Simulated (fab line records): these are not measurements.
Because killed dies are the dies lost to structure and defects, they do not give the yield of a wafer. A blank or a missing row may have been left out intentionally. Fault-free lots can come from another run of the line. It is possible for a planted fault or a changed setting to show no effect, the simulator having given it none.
Which tool was responsible? / flow gf180mcu / 42 wafers from 14 lots sampled at 5 of the route's 602 steps

WHAT EACH GAUGE READ, for each wafer
GF_VT_IMPLANT_TW_MEAS_10.
lot=L848; measured=day 5 16:55; on=filmMetro-03; VT_IMPLANT_TW=561 562 565
lot=L849; measured=day 6 05:47; on=filmMetro-02; VT_IMPLANT_TW=558 556 561
lot=L850; measured=day 6 17:50; on=filmMetro-02; VT_IMPLANT_TW=559 557 557
lot=L852; measured=day 6 22:56; on=filmMetro-03; VT_IMPLANT_TW=557 558 558
lot=L853; measured=day 7 02:41; on=filmMetro-02; VT_IMPLANT_TW=561 564 563
lot=L854; measured=day 7 13:29; on=filmMetro-03; VT_IMPLANT_TW=564 563 564
lot=L856; measured=day 7 22:02; on=filmMetro-03; VT_IMPLANT_TW=563 563 560
lot=L859; measured=day 8 12:08; on=filmMetro-04; VT_IMPLANT_TW=575 573 572
lot=L860; measured=day 8 22:23; on=filmMetro-04; VT_IMPLANT_TW=571 569 570
lot=L864; measured=day 9 21:39; on=filmMetro-03; VT_IMPLANT_TW=558 559 555
lot=L867; measured=day 10 16:39; on=filmMetro-04; VT_IMPLANT_TW=588 592 588
lot=L869; measured=day 11 04:52; on=filmMetro-02; VT_IMPLANT_TW=582 583 586
lot=L870; measured=day 11 13:10; on=filmMetro-02; VT_IMPLANT_TW=585 582 582
lot=L871; measured=day 11 20:24; on=filmMetro-02; VT_IMPLANT_TW=566 563 563

GF_VT_IMPLANT_OVL_MEAS_18.
lot=L848; measured=day 6 08:03; on=overlay-02; VT_IMPLANT_01_OVL (nm)=-0.1 -0.6 2.0
lot=L849; measured=day 6 21:04; on=overlay-01; VT_IMPLANT_01_OVL (nm)=0.5 1.9 0.6
lot=L850; measured=day 7 08:46; on=overlay-02; VT_IMPLANT_01_OVL (nm)=-0.1 -0.6 -1.9
lot=L852; measured=day 7 14:07; on=overlay-02; VT_IMPLANT_01_OVL (nm)=-3.0 0.4 -1.6
lot=L853; measured=day 7 18:25; on=overlay-02; VT_IMPLANT_01_OVL (nm)=-2.1 -4.6 -1.8
lot=L854; measured=day 8 06:14; on=overlay-01; VT_IMPLANT_01_OVL (nm)=-1.3 -1.4 -0.5
lot=L856; measured=day 8 15:13; on=overlay-02; VT_IMPLANT_01_OVL (nm)=0.2 -2.5 -2.1
lot=L859; measured=day 9 05:10; on=overlay-02; VT_IMPLANT_01_OVL (nm)=-3.1 -1.8 -1.7
lot=L860; measured=day 9 15:07; on=overlay-01; VT_IMPLANT_01_OVL (nm)=0.9 -0.9 -1.3
lot=L864; measured=day 10 16:25; on=overlay-01; VT_IMPLANT_01_OVL (nm)=-2.5 -1.3 -1.5
lot=L867; measured=day 11 10:58; on=overlay-01; VT_IMPLANT_01_OVL (nm)=-1.9 -0.4 -0.1
lot=L869; measured=day 11 23:57; on=overlay-01; VT_IMPLANT_01_OVL (nm)=0.8 0.2 -0.9
lot=L870; measured=day 12 08:57; on=overlay-02; VT_IMPLANT_01_OVL (nm)=-1.0 -0.9 -1.6
lot=L871; measured=day 12 16:04; on=overlay-01; VT_IMPLANT_01_OVL (nm)=-1.3 -2.6 -0.4

GF_CONTACT_CD_MEAS_14 targets a cd of 220 nm.
lot=L848; measured=day 16 07:23; on=cdSem-02; cdNm (nm)=220.6 220.9 221.8
lot=L849; measured=day 17 05:23; on=cdSem-01; cdNm (nm)=221.5 220.5 220.5
lot=L850; measured=day 18 00:35; on=cdSem-01; cdNm (nm)=222.6 221.8 221.5
lot=L852; measured=day 18 07:11; on=cdSem-01; cdNm (nm)=217.6 218.9 219.7
lot=L853; measured=day 18 12:47; on=cdSem-02; cdNm (nm)=220.6 221.9 223.3
lot=L854; measured=day 19 02:55; on=cdSem-01; cdNm (nm)=220.9 221.1 221.2
lot=L856; measured=day 20 01:55; on=cdSem-02; cdNm (nm)=219.8 220.3 221.1
lot=L859; measured=day 20 12:20; on=cdSem-02; cdNm (nm)=218.0 217.5 217.8
lot=L860; measured=day 21 04:22; on=cdSem-02; cdNm (nm)=219.7 219.2 220.5
lot=L864; measured=day 22 13:27; on=cdSem-01; cdNm (nm)=217.3 217.3 217.3
lot=L867; measured=day 23 12:07; on=cdSem-01; cdNm (nm)=221.1 220.1 220.6
lot=L869; measured=day 24 05:50; on=cdSem-01; cdNm (nm)=219.2 219.6 221.7
lot=L870; measured=day 24 11:21; on=cdSem-01; cdNm (nm)=219.9 220.7 222.3
lot=L871; measured=day 24 17:35; on=cdSem-02; cdNm (nm)=219.3 220.4 219.8

WHAT TOOL EACH LOT RAN ON (gives the tool, then ch and the chambers of the sampled wafers, and finally the start)
lot=L848; GF_VT_IMPLANT_IMPLANT_08=implanter-03 ch 0, day 5 16:40; GF_CONTACT_CVD_02=pecvd-01 ch 0,2, day 15 08:24
lot=L849; GF_VT_IMPLANT_IMPLANT_08=implanter-03 ch 0, day 6 05:32; GF_CONTACT_CVD_02=pecvd-03 ch 0,1,2, day 16 05:20
lot=L850; GF_VT_IMPLANT_IMPLANT_08=implanter-02 ch 0, day 6 17:35; GF_CONTACT_CVD_02=pecvd-03 ch 0,1,2, day 17 00:17
lot=L852; GF_VT_IMPLANT_IMPLANT_08=implanter-04 ch 0, day 6 22:41; GF_CONTACT_CVD_02=pecvd-01 ch 0,1, day 17 06:49
lot=L853; GF_VT_IMPLANT_IMPLANT_08=implanter-02 ch 0, day 7 02:26; GF_CONTACT_CVD_02=pecvd-02 ch 0,1,2, day 17 12:31
lot=L854; GF_VT_IMPLANT_IMPLANT_08=implanter-02 ch 0, day 7 13:14; GF_CONTACT_CVD_02=pecvd-01 ch 0,1,2, day 18 02:37
lot=L856; GF_VT_IMPLANT_IMPLANT_08=implanter-04 ch 0, day 7 21:47; GF_CONTACT_CVD_02=pecvd-02 ch 0,1, day 19 00:11
lot=L859; GF_VT_IMPLANT_IMPLANT_08=implanter-04 ch 0, day 8 11:53; GF_CONTACT_CVD_02=pecvd-03 ch 0,2, day 19 11:08
lot=L860; GF_VT_IMPLANT_IMPLANT_08=implanter-03 ch 0, day 8 22:08; GF_CONTACT_CVD_02=pecvd-03 ch 1,2, day 20 03:02
lot=L864; GF_VT_IMPLANT_IMPLANT_08=implanter-03 ch 0, day 9 21:24; GF_CONTACT_CVD_02=pecvd-03 ch 0,1,2, day 21 13:09
lot=L867; GF_VT_IMPLANT_IMPLANT_08=implanter-04 ch 0, day 10 16:25; GF_CONTACT_CVD_02=pecvd-02 ch 0,2, day 22 13:14
lot=L869; GF_VT_IMPLANT_IMPLANT_08=implanter-04 ch 0, day 11 04:38; GF_CONTACT_CVD_02=pecvd-01 ch 0,1, day 23 06:32
lot=L870; GF_VT_IMPLANT_IMPLANT_08=implanter-04 ch 0, day 11 12:56; GF_CONTACT_CVD_02=pecvd-01 ch 0,1,2, day 23 11:34
lot=L871; GF_VT_IMPLANT_IMPLANT_08=implanter-02 ch 0, day 11 20:10; GF_CONTACT_CVD_02=pecvd-03 ch 2, day 23 18:35
- GF_VT_IMPLANT_IMPLANT_08
- GF_CONTACT_CVD_02: deposits SiO2 from TEOS, target thk 860 nm, time 95.992 s.

AS READ BY THE TOOLS THEMSELVES (means over the sampled wafers that have a number; for cases with no such wafer, the mark the record gives instead)
GF_VT_IMPLANT_IMPLANT_08.
lot=L848 tool=implanter-03 beamEnergyKeV=20.003
lot=L849 tool=implanter-03 beamEnergyKeV=20.002
lot=L850 tool=implanter-02 beamEnergyKeV=19.992
lot=L852 tool=implanter-04 beamEnergyKeV=20.006
lot=L853 tool=implanter-02 beamEnergyKeV=20.004
lot=L854 tool=implanter-02 beamEnergyKeV=19.996
lot=L856 tool=implanter-04 beamEnergyKeV=20.011
lot=L859 tool=implanter-04 beamEnergyKeV=20.000
lot=L860 tool=implanter-03 beamEnergyKeV=19.996
lot=L864 tool=implanter-03 beamEnergyKeV=19.998
lot=L867 tool=implanter-04 beamEnergyKeV=22.647
lot=L869 tool=implanter-04 beamEnergyKeV=22.650
lot=L870 tool=implanter-04 beamEnergyKeV=22.651
lot=L871 tool=implanter-02 beamEnergyKeV=20.001

GF_CONTACT_CVD_02.
lot=L848; tool=pecvd-01; heaterPowerW (W)=527
lot=L849; tool=pecvd-03; heaterPowerW (W)=790
lot=L850; tool=pecvd-03; heaterPowerW (W)=731
lot=L852; tool=pecvd-01; heaterPowerW (W)=640
lot=L853; tool=pecvd-02; heaterPowerW (W)=657
lot=L854; tool=pecvd-01; heaterPowerW (W)=603
lot=L856; tool=pecvd-02; heaterPowerW (W)=634
lot=L859; tool=pecvd-03; heaterPowerW (W)=741
lot=L860; tool=pecvd-03; heaterPowerW (W)=741
lot=L864; tool=pecvd-03; heaterPowerW (W)=765
lot=L867; tool=pecvd-02; heaterPowerW (W)=606
lot=L869; tool=pecvd-01; heaterPowerW (W)=621
lot=L870; tool=pecvd-01; heaterPowerW (W)=531
lot=L871; tool=pecvd-03; heaterPowerW (W)=750

THE ANSWER, worked out from the rows above alone
Rule: the usual values come from the lots themselves. Put in order of their means at a reading, lots are off if they are a third of the lots or fewer, leave a main group of 4 or more, and stand apart from it by a gap of 3 or more times the standard deviation of the main group's means; of several such gaps the widest counts. Not used: any main group whose means are identical at the precision the tables above print for the reading. Also off: a lot with no number at a reading for which 4 or more lots have one. Any other lot the step has rows for is counted as sound. The gauges are gone through in route order, then the tools' own readings, and for those a lot's mean is taken as printed above. The first step at which some lot is off is used, and at that step the reading that is off furthest; a lot without a number counts as furthest.
Off: L867, L869, L870 (GF_VT_IMPLANT_IMPLANT_08, beamEnergyKeV). Mean 20.001 and standard deviation 0.005 in the main group.
If a tool, at that step or one of the process steps before it, ran each lot that is off and ran no sound lot following the first of them, it fits. One candidate fits, namely implanter-04 at GF_VT_IMPLANT_IMPLANT_08. A fault onset in the window from L859 (day 8 11:53, its last sound lot) to L867 (day 10 16:25, its first lot off) fits.
The tool's own readings at GF_VT_IMPLANT_IMPLANT_08 bear it out: on the lots that are off they differ by more than 5 times the standard deviation of the sound lots' means. beamEnergyKeV reads 22.649 there against 20.001 on the sound lots.

WHAT THE SIMULATOR PUT IN
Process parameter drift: implanter-04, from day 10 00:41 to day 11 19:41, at GF_VT_IMPLANT_IMPLANT_08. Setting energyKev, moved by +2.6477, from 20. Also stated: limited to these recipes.
Struck lots among those shown: L867, L869, L870. Same finding as the rule above.
